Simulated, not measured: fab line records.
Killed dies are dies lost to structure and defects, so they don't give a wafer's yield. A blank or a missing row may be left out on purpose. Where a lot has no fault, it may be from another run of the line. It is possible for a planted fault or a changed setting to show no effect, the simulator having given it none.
One fault through the eyes of 2 desks || flow sfq line || every desk sees just its own numbers, and what lay behind them comes last

THE TOOL OWNER'S DESK: litho track-03
The tool's own readings at SFQ_TRILAYER_JJ_CE_LITHO_COAT_114 (resist thk 600 nm): means of the sampled wafers that have a number, for each lot that ran on this tool. The brackets show how far a lot's mean lies from the usual mean; more than 4 standard deviations puts the lot out of limits, marked OUT.
Columns: A = dispense pressure kPa at SFQ_TRILAYER_JJ_CE_LITHO_COAT_114, usual 51.4 kPa; B = spin speed rpm at SFQ_TRILAYER_JJ_CE_LITHO_COAT_114, usual 3000.1 rpm
{"lot": "L483", "first seen here": "day 37 13:58", "A": 50.4, "B": 2999.3}
{"lot": "L485", "first seen here": "day 38 05:37", "A": 50.4, "B": 2998.8}
{"lot": "L486", "first seen here": "day 38 11:44", "A": 50.4, "B": 3000.0}
{"lot": "L489", "first seen here": "day 39 07:21", "A": 50.4, "B": 3000.3}
{"lot": "L491", "first seen here": "day 41 10:36", "A": 50.4, "B": 2999.6}
{"lot": "L493", "first seen here": "day 41 22:39", "A": 50.4, "B": "2759.3 (-99 or more) OUT"}
{"lot": "L494", "first seen here": "day 42 03:22", "A": 50.4, "B": "2759.8 (-99 or more) OUT"}
{"lot": "L495", "first seen here": "day 42 14:06", "A": 50.4, "B": "2757.8 (-99 or more) OUT"}
{"lot": "L499", "first seen here": "day 51 07:16", "A": 50.4, "B": 2999.9}
{"lot": "L502", "first seen here": "day 52 17:10", "A": 50.4, "B": 3000.1}
This desk's verdict: out of limits on L493, L494, L495, starting with L493 at day 41 22:39 (spin speed rpm at SFQ_TRILAYER_JJ_CE_LITHO_COAT_114). L483, L485, L486, L489, L491, L499, L502: within limits.

METROLOGY DESK
What the gauges read, lot by lot, whatever tool the lot ran on: means of the sampled wafers that have a number. The brackets show how far a lot's mean lies from the usual mean; more than 4 standard deviations puts the lot out of limits, marked OUT.
Columns: A = M8_OVL at SFQ_M8_OVL_MEAS_948, usual 0 nm; B = M8_AU_THK at SFQ_M8_THK_MEAS_950, usual 190.0 nm
{"lot": "L482", "first seen here": "day 70 10:37", "A": -6, "B": 190.1}
{"lot": "L483", "first seen here": "day 74 15:08", "A": 5, "B": 186.3}
{"lot": "L485", "first seen here": "day 75 08:49", "A": 1, "B": 186.6}
{"lot": "L486", "first seen here": "day 75 18:19", "A": 1, "B": 189.1}
{"lot": "L489", "first seen here": "day 76 01:30", "A": -10, "B": 190.9}
{"lot": "L491", "first seen here": "day 77 03:34", "A": -2, "B": 189.2}
{"lot": "L493", "first seen here": "day 77 21:17", "A": 6, "B": 190.0}
{"lot": "L494", "first seen here": "day 77 23:51", "A": -0, "B": 193.3}
{"lot": "L495", "first seen here": "day 78 13:58", "A": 0, "B": 190.6}
{"lot": "L499", "first seen here": "day 80 05:09", "A": 3, "B": 190.5}
{"lot": "L500", "first seen here": "day 80 14:44", "A": -1, "B": 190.8}
{"lot": "L501", "first seen here": "day 81 18:46", "A": -3, "B": 187.1}
{"lot": "L502", "first seen here": "day 81 20:05", "A": -9, "B": 191.6}
{"lot": "L503", "first seen here": "day 84 18:44", "A": -1, "B": 189.2}
{"lot": "L505", "first seen here": "day 85 00:44", "A": 1, "B": 187.8}
Result from this desk: across the 15 lots, nothing is out of limits.

TAKEN TOGETHER
At day 41 22:39, on L493, L494, L495, the tool owner's desk was in a position to raise an alarm.
Metrology desk: nothing out of limits seen.
The metrology desk holds a record of L493, L494, L495, inside its limits.
SFQ_TRILAYER_JJ_CE_LITHO_COAT_114 was run on litho track-03 by each of the lots named.

WHAT THE SIMULATOR PUT IN
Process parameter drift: litho track-03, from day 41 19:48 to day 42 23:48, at SFQ_TRILAYER_JJ_CE_LITHO_COAT_114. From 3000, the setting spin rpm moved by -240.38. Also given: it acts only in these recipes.
Shown lots that were struck: L493, L494, L495.
Time in hours from fault onset to the first out-of-limits reading at each desk: the tool owner's desk, 3.
